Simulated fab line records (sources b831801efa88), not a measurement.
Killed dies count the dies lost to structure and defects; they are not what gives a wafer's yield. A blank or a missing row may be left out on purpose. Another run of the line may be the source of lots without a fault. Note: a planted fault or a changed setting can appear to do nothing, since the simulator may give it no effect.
Which tool did it? :: flow sky130 :: 36 wafers from 12 lots sampled at 6 of the route's 708 steps

== WHAT EACH GAUGE READ, for each wafer ==
SKY_NWELL_OVL_MEAS_10.
lot: L414
measured: day 4 22:09
on: overlay-01
NWELL_00_OVL (nm): -0.3 -4.2 -1.9

lot: L415
measured: day 5 01:05
on: overlay-02
NWELL_00_OVL (nm): -1.5 -0.2 -2.8

lot: L417
measured: day 5 11:09
on: overlay-02
NWELL_00_OVL (nm): -4.6 -2.0 -1.8

lot: L418
measured: day 5 18:07
on: overlay-02
NWELL_00_OVL (nm): -2.8 -2.0 -3.2

lot: L419
measured: day 6 01:16
on: overlay-01
NWELL_00_OVL (nm): -2.2 -0.8 -1.4

lot: L420
measured: day 6 05:45
on: overlay-01
NWELL_00_OVL (nm): -1.0 1.2 -2.4

lot: L422
measured: day 6 19:14
on: overlay-02
NWELL_00_OVL (nm): -0.6 0.2 -2.4

lot: L423
measured: day 7 01:04
on: overlay-01
NWELL_00_OVL (nm): -2.1 -2.5 0.0

lot: L429
measured: day 8 12:37
on: overlay-02
NWELL_00_OVL (nm): 0.8 -0.4 0.5

lot: L432
measured: day 9 07:49
on: overlay-01
NWELL_00_OVL (nm): -2.8 -2.4 -1.9

lot: L434
measured: day 9 17:43
on: overlay-02
NWELL_00_OVL (nm): -1.1 -2.1 -1.6

lot: L436
measured: day 10 02:50
on: overlay-01
NWELL_00_OVL (nm): -0.4 -3.5 -1.3

SKY_NWELL_TW_MEAS_15.
lot: L414
measured: day 4 22:44
on: film metro-04
NWELL_TW: 1812 1815 1817

lot: L415
measured: day 5 01:40
on: film metro-03
NWELL_TW: 1814 1816 1808

lot: L417
measured: day 5 11:44
on: film metro-01
NWELL_TW: 1818 1823 1819

lot: L418
measured: day 5 18:41
on: film metro-01
NWELL_TW: 1825 1827 1821

lot: L419
measured: day 6 01:50
on: film metro-01
NWELL_TW: 1825 1826 1823

lot: L420
measured: day 6 06:20
on: film metro-04
NWELL_TW: 1825 1821 1826

lot: L422
measured: day 6 19:49
on: film metro-04
NWELL_TW: 1678 1671 1689

lot: L423
measured: day 7 01:39
on: film metro-03
NWELL_TW: 1670 1668 1680

lot: L429
measured: day 8 13:12
on: film metro-03
NWELL_TW: 1807 1808 1806

lot: L432
measured: day 9 08:24
on: film metro-01
NWELL_TW: 1825 1820 1823

lot: L434
measured: day 9 18:18
on: film metro-03
NWELL_TW: 1829 1819 1821

lot: L436
measured: day 10 03:25
on: film metro-03
NWELL_TW: 1802 1818 1811

SKY_NWELL_RS_MEAS_29: the measuring method here is four-point-probe.
lot: L414
measured: day 5 17:21
on: film metro-04
NWELL_RS (ohm/sq): 622.8 623.5 620.7

lot: L415
measured: day 5 19:33
on: film metro-03
NWELL_RS (ohm/sq): 623.9 624.6 622.8

lot: L417
measured: day 6 05:54
on: film metro-03
NWELL_RS (ohm/sq): 622.8 624.3 624.6

lot: L418
measured: day 6 13:16
on: film metro-01
NWELL_RS (ohm/sq): 622.6 622.5 622.5

lot: L419
measured: day 6 20:57
on: film metro-04
NWELL_RS (ohm/sq): 623.6 621.7 624.0

lot: L420
measured: day 7 00:59
on: film metro-04
NWELL_RS (ohm/sq): 623.6 625.4 625.4

lot: L422
measured: day 7 15:15
on: film metro-01
NWELL_RS (ohm/sq): 722.1 720.7 718.8

lot: L423
measured: day 7 22:25
on: film metro-01
NWELL_RS (ohm/sq): 722.9 719.2 718.7

lot: L429
measured: day 9 11:25
on: film metro-01
NWELL_RS (ohm/sq): 626.4 624.5 625.2

lot: L432
measured: day 10 06:37
on: film metro-01
NWELL_RS (ohm/sq): 625.2 626.3 624.4

lot: L434
measured: day 10 17:15
on: film metro-01
NWELL_RS (ohm/sq): 622.6 622.0 623.2

lot: L436
measured: day 11 02:42
on: film metro-01
NWELL_RS (ohm/sq): 626.0 626.5 625.2

SKY_POLY_GATE_OVL_MEAS_14.
lot: L414
measured: day 16 20:30
on: overlay-01
POLY_GATE_OVL (nm): -3 -5 3

lot: L415
measured: day 17 04:10
on: overlay-02
POLY_GATE_OVL (nm): -2 -3 -3

lot: L417
measured: day 17 19:20
on: overlay-02
POLY_GATE_OVL (nm): -9 -9 2

lot: L418
measured: day 18 09:20
on: overlay-02
POLY_GATE_OVL (nm): 9 8 6

lot: L419
measured: day 18 16:55
on: overlay-02
POLY_GATE_OVL (nm): 0 -4 -13

lot: L420
measured: day 19 02:50
on: overlay-01
POLY_GATE_OVL (nm): -4 -3 4

lot: L422
measured: day 19 18:36
on: overlay-01
POLY_GATE_OVL (nm): -2 -8 -4

lot: L423
measured: day 20 10:44
on: overlay-01
POLY_GATE_OVL (nm): -5 8 0

lot: L429
measured: day 22 17:41
on: overlay-02
POLY_GATE_OVL (nm): -7 -5 -9

lot: L432
measured: day 23 17:25
on: overlay-01
POLY_GATE_OVL (nm): -3 6 4

lot: L434
measured: day 24 21:33
on: overlay-02
POLY_GATE_OVL (nm): -3 -2 -2

lot: L436
measured: day 24 20:44
on: overlay-01
POLY_GATE_OVL (nm): -3 1 -1

== WHICH TOOL RAN EACH LOT (tool, then ch and the chambers of the sampled wafers, then the start) ==
lot: L414
SKY_FIELD_ISO_ETCH_14: rie diel-04 ch 0,2, day 2 11:16
SKY_NWELL_IMPLANT_11: implanter-02 ch 0, day 4 22:11

lot: L415
SKY_FIELD_ISO_ETCH_14: rie diel-01 ch 0,1,2, day 2 15:20
SKY_NWELL_IMPLANT_11: implanter-02 ch 0, day 5 01:07

lot: L417
SKY_FIELD_ISO_ETCH_14: rie diel-03 ch 0,2,3, day 3 01:57
SKY_NWELL_IMPLANT_11: implanter-01 ch 0, day 5 11:11

lot: L418
SKY_FIELD_ISO_ETCH_14: rie diel-04 ch 1,2,3, day 3 07:54
SKY_NWELL_IMPLANT_11: implanter-04 ch 0, day 5 18:08

lot: L419
SKY_FIELD_ISO_ETCH_14: rie diel-03 ch 0,3, day 3 14:18
SKY_NWELL_IMPLANT_11: implanter-04 ch 0, day 6 01:17

lot: L420
SKY_FIELD_ISO_ETCH_14: rie diel-04 ch 0,3, day 3 17:14
SKY_NWELL_IMPLANT_11: implanter-01 ch 0, day 6 05:47

lot: L422
SKY_FIELD_ISO_ETCH_14: rie diel-01 ch 0,1,2, day 4 02:54
SKY_NWELL_IMPLANT_11: implanter-04 ch 0, day 6 19:16

lot: L423
SKY_FIELD_ISO_ETCH_14: rie diel-01 ch 0,2, day 4 07:54
SKY_NWELL_IMPLANT_11: implanter-04 ch 0, day 7 01:07

lot: L429
SKY_FIELD_ISO_ETCH_14: rie diel-01 ch 1,3, day 5 16:25
SKY_NWELL_IMPLANT_11: implanter-01 ch 0, day 8 12:40

lot: L432
SKY_FIELD_ISO_ETCH_14: rie diel-03 ch 0,3, day 6 07:41
SKY_NWELL_IMPLANT_11: implanter-02 ch 0, day 9 07:52

lot: L434
SKY_FIELD_ISO_ETCH_14: rie diel-03 ch 0,1, day 6 18:30
SKY_NWELL_IMPLANT_11: implanter-02 ch 0, day 9 17:46

lot: L436
SKY_FIELD_ISO_ETCH_14: rie diel-01 ch 1,2, day 7 04:26
SKY_NWELL_IMPLANT_11: implanter-04 ch 0, day 10 02:52
- SKY_FIELD_ISO_ETCH_14: etches BARC in N2/H2, stops on SiO2, time 45.9 s, target depth 60 nm.
- SKY_NWELL_IMPLANT_11

== WHAT THE TOOLS THEMSELVES READ (means of the sampled wafers that have a number; where no wafer has one, the mark that the record gives instead) ==
SKY_FIELD_ISO_ETCH_14.
lot: L414
tool: rie diel-04
drypump motor current A (A): 5.9
oes product au (a.u.): 0.852
throttle valve pct (%): 13.231

lot: L415
tool: rie diel-01
drypump motor current A (A): 5.6
oes product au (a.u.): 0.851
throttle valve pct (%): 13.217

lot: L417
tool: rie diel-03
drypump motor current A (A): 5.7
oes product au (a.u.): 0.850
throttle valve pct (%): 13.229

lot: L418
tool: rie diel-04
drypump motor current A (A): 5.9
oes product au (a.u.): 0.852
throttle valve pct (%): 13.222

lot: L419
tool: rie diel-03
drypump motor current A (A): 5.4
oes product au (a.u.): 0.858
throttle valve pct (%): 13.225

lot: L420
tool: rie diel-04
drypump motor current A (A): 5.7
oes product au (a.u.): 0.851
throttle valve pct (%): 13.223

lot: L422
tool: rie diel-01
drypump motor current A (A): 5.6
oes product au (a.u.): 0.857
throttle valve pct (%): 13.226

lot: L423
tool: rie diel-01
drypump motor current A (A): 5.7
oes product au (a.u.): 0.854
throttle valve pct (%): 13.231

lot: L429
tool: rie diel-01
drypump motor current A (A): 5.6
oes product au (a.u.): 0.850
throttle valve pct (%): 13.217

lot: L432
tool: rie diel-03
drypump motor current A (A): 5.4
oes product au (a.u.): 0.851
throttle valve pct (%): 13.221

lot: L434
tool: rie diel-03
drypump motor current A (A): 5.5
oes product au (a.u.): 0.852
throttle valve pct (%): 13.221

lot: L436
tool: rie diel-01
drypump motor current A (A): 5.7
oes product au (a.u.): 0.852
throttle valve pct (%): 13.229

SKY_NWELL_IMPLANT_11.
lot: L414
tool: implanter-02
beam on s (s): 10.14
faraday current uA: 105.9

lot: L415
tool: implanter-02
beam on s (s): 10.05
faraday current uA: 107.0

lot: L417
tool: implanter-01
beam on s (s): 9.92
faraday current uA: 108.1

lot: L418
tool: implanter-04
beam on s (s): 9.89
faraday current uA: 108.3

lot: L419
tool: implanter-04
beam on s (s): 10.07
faraday current uA: 106.5

lot: L420
tool: implanter-01
beam on s (s): 9.97
faraday current uA: 107.5

lot: L422
tool: implanter-04
beam on s (s): 7.67
faraday current uA: 139.9

lot: L423
tool: implanter-04
beam on s (s): 7.78
faraday current uA: 137.9

lot: L429
tool: implanter-01
beam on s (s): 9.92
faraday current uA: 108.1

lot: L432
tool: implanter-02
beam on s (s): 9.91
faraday current uA: 108.2

lot: L434
tool: implanter-02
beam on s (s): 9.81
faraday current uA: 109.1

lot: L436
tool: implanter-04
beam on s (s): 10.01
faraday current uA: 107.4

== THE ANSWER, worked out from the rows above alone ==
Rule: the lots themselves supply what counts as usual. Put in order of their means at a reading, lots are off if they are a third of the lots or fewer, leave a main group of 4 or more, and stand apart from it by a gap of 3 or more times the standard deviation of the main group's means; of several such gaps the widest counts. A main group whose means are all the same, to the digits that the tables above print for the reading, isn't used. A lot without any number at a reading at which 4 lots or more have one is off too. All remaining lots with rows at the step are treated as sound. Order of review: gauges by route order, followed by the tools' own readings, for which a lot's mean as printed above is used. At the first step where some lot is off, the reading lying furthest off is the one used; lots without a number count as furthest.
Off: L422, L423, at SKY_NWELL_TW_MEAS_15 (NWELL_TW). The main group has a mean of 1818 with a standard deviation of 6.2.
If a tool, at a process step before that reading, ran all the lots that are off and no sound lot after the first of them, it fits. The gauges at SKY_NWELL_TW_MEAS_15 aren't tried: what is off there is off at SKY_NWELL_RS_MEAS_29 too, on other tools, and a gauge's error can't cause that. Not one of the candidates tried fits.

== WHAT HAD BEEN PUT IN BY THE SIMULATOR ==
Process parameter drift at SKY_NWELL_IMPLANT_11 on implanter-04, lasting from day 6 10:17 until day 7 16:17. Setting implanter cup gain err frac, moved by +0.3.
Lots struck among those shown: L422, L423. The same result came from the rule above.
